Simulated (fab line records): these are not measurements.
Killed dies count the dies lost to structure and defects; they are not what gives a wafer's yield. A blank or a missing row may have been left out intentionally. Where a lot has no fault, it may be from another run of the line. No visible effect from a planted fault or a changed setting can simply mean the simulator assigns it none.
What tool caused it? + flow sky130 + 7 lots, 21 wafers sampled, at 2 steps of a route of 708

== WHAT THE GAUGES SHOWED, per wafer ==
SKY_CONTACT_BOW_MEAS_05.
| lot  | measured     | on            | CONTACT_BOW (um) |
|------|--------------|---------------|------------------|
| L493 | day 32 20:25 | film_metro-04 | 56 67 61         |
| L497 | day 34 13:46 | film_metro-04 | 79 75 75         |
| L501 | day 35 00:05 | film_metro-04 | 73 88 84         |
| L503 | day 35 09:43 | film_metro-02 | 70 75 82         |
| L506 | day 36 04:28 | film_metro-03 | 78 73 85         |
| L510 | day 37 12:38 | film_metro-04 | 81 75 79         |
| L511 | day 37 22:22 | film_metro-04 | 78 81 81         |

== EACH LOT AND THE TOOL THAT RAN IT (in order: tool; ch and the chambers of the sampled wafers; start) ==
| lot  | SKY_CONTACT_HDPCVD_02            |
|------|----------------------------------|
| L493 | hdpcvd-01 ch 0,1, day 32 19:57   |
| L497 | hdpcvd-02 ch 0,2, day 34 13:19   |
| L501 | hdpcvd-01 ch 0,1,2, day 34 23:39 |
| L503 | hdpcvd-01 ch 0,2, day 35 09:15   |
| L506 | hdpcvd-02 ch 1,2, day 36 04:01   |
| L510 | hdpcvd-02 ch 0,1,2, day 37 12:11 |
| L511 | hdpcvd-02 ch 0,1,2, day 37 21:56 |
- SKY_CONTACT_HDPCVD_02: deposits SiO2, target thk 565 nm, time 94.2 s.

== THE ANSWER, worked out from the rows above alone ==
Rule: usual is defined by the lots themselves. Put in order of their means at a reading, lots are off if they are a third of the lots or fewer, leave a main group of 4 or more, and stand apart from it by a gap of 3 or more times the standard deviation of the main group's means; of several such gaps the widest counts. The tables above print the reading to a certain number of digits; a main group whose means all agree to those digits is not used. A lot without any number at a reading at which 4 lots or more have one is off too. All remaining lots with rows at the step are treated as sound.
Off: L493, at SKY_CONTACT_BOW_MEAS_05 (CONTACT_BOW). The main group: mean 78 um, standard deviation 2.
A tool fits if, at a process step before that reading, it ran every lot that is off, and no sound lot after the first of them. The gauges at SKY_CONTACT_BOW_MEAS_05 are tried like those tools. No candidate that was tried fits.

== WHAT WAS PUT IN BY THE SIMULATOR ==
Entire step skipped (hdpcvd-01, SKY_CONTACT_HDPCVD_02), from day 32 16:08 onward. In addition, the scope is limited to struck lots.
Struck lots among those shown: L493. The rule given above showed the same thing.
